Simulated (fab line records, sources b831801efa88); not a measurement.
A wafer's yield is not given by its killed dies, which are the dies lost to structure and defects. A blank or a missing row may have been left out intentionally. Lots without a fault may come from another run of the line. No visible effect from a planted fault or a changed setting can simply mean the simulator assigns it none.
Struck lot and sound lot, side by side	flow sky130	35 out of 708 route steps
Sound: these wafers, L804.1, L804.2, L804.4. The struck wafers were L809.3, L809.4, L809.6. Last of all comes the cause.
Per side, at each step with rows, come the tool, then ch with its chambers, and then its first start. Under that, the readings that differ: sound wafers	struck wafers	difference of the means	sigmas: that difference in standard deviations of wafers without a fault.
alike: readings with means less than 2 such deviations apart, plus words and numbers identical on both sides. not compared: withheld readings, readings lacking a value on some wafer, bounds such as >300 that could conceal the same value, and numbers that have no deviation in the record and whose values overlap.
The two part at a step that has a row with sigmas, a row that says differs or no value, or rows on one side only. Non-overlapping numbers with no deviation appear without sigmas and do not part them. Lack of a reading on every wafer of one side parts them only where that side has two or more wafers.

first, 10 steps without rows for these wafers: SKY_RES_PROTECT_DEHYDRATE_00 (time 60 s); SKY_RES_PROTECT_HMDS_01 (prime time 60 s); SKY_RES_PROTECT_COAT_02 (resist thk 1140 nm); SKY_RES_PROTECT_SOFTBAKE_03 (time 60 s); SKY_RES_PROTECT_EXPOSE_04 (exposes mask RPM, target cd 1270 nm); SKY_RES_PROTECT_PEB_05; SKY_RES_PROTECT_DEVELOP_06 (develop time 60 s); SKY_POLY_GATE_IMPLANT_02; SKY_RES_PROTECT_STRIP_07 (strips in O2/N2); SKY_RES_PROTECT_CLEAN_09 (cleans in SC1/SC2, time 150 s).
SKY_POLY_GATE_CVD_03: deposits Si3N4 from DCS/NH3, target thk 75 nm, time 1290 s.
  sound on lpcvd-02 ch 0, day 17 00:31; struck on lpcvd-02 ch 1, day 18 19:56
  alike: spike_tc_centre_C, spike_tc_top_C, susceptor_temp_C
then, 23 steps without rows for these wafers: SKY_POLY_GATE_DEHYDRATE_05 (time 60 s); SKY_POLY_GATE_HMDS_06 (prime time 60 s); SKY_POLY_GATE_COAT_07 (resist thk 110 nm); SKY_POLY_GATE_COAT_08 (resist thk 450 nm); SKY_POLY_GATE_SOFTBAKE_09 (time 90 s); SKY_POLY_GATE_EXPOSE_10 (exposes mask P1M, target cd 150 nm); SKY_POLY_GATE_PEB_11; SKY_POLY_GATE_DEVELOP_12 (develop time 60 s); SKY_POLY_GATE_ETCH_15 (etches BARC in N2/H2, stops on SiO2, time 118.5 s, target depth 110 nm); SKY_POLY_GATE_ETCH_16 (etches Si3N4 in CH3F/O2, stops on poly-Si, time 147.5 s, target depth 75 nm); SKY_POLY_GATE_ETCH_17 (etches poly-Si in HBr/Cl2, stops on SiO2, target depth 180 nm, time 70.5 s); SKY_POLY_GATE_STRIP_18 (strips in O2/N2); SKY_POLY_GATE_CLEAN_19 (cleans in SC1/SC2, time 150 s); SKY_POLY_GATE_OXIDATION_20 (stabilise 600 s, purge 300 s, target thk 4 nm); SKY_LDD_N_DEHYDRATE_00 (time 60 s); SKY_LDD_N_HMDS_01 (prime time 60 s); SKY_LDD_N_COAT_02 (resist thk 300 nm); SKY_LDD_N_SOFTBAKE_03 (time 60 s); SKY_LDD_N_EXPOSE_04 (exposes mask NTM, target cd 840 nm); SKY_LDD_N_PEB_05; SKY_LDD_N_DEVELOP_06 (develop time 60 s); SKY_LDD_N_IMPLANT_08; SKY_LDD_N_IMPLANT_09.
-- here the record skips 30 days between the struck wafers' starts before and after, leaving off in module LDD_N and picking up in module PAD_OPEN (first step shown: number 708 of the route) --
SKY_PAD_OPEN_PROBE_99:
  struck on prober-02, day 49 03:12; sound on prober-01, day 47 13:09
reading	sound	struck	difference	sigmas
hold	- - -	await_dispo/1.7h/release await_dispo/1.7h/release await_dispo/1.7h/release	no value on the sound wafers	
killed_at_front_end	27 15 17	53 40 46	+27	+6
  alike: killed_at_M0_to_M3, killed_at_M4_up, killed_at_contacts, killed_at_other, killed_dies, killed_open, killed_short

WHERE THEY PART
At SKY_PAD_OPEN_PROBE_99 and nowhere else, as far as this record goes.

WHY: what had been put in by the simulator
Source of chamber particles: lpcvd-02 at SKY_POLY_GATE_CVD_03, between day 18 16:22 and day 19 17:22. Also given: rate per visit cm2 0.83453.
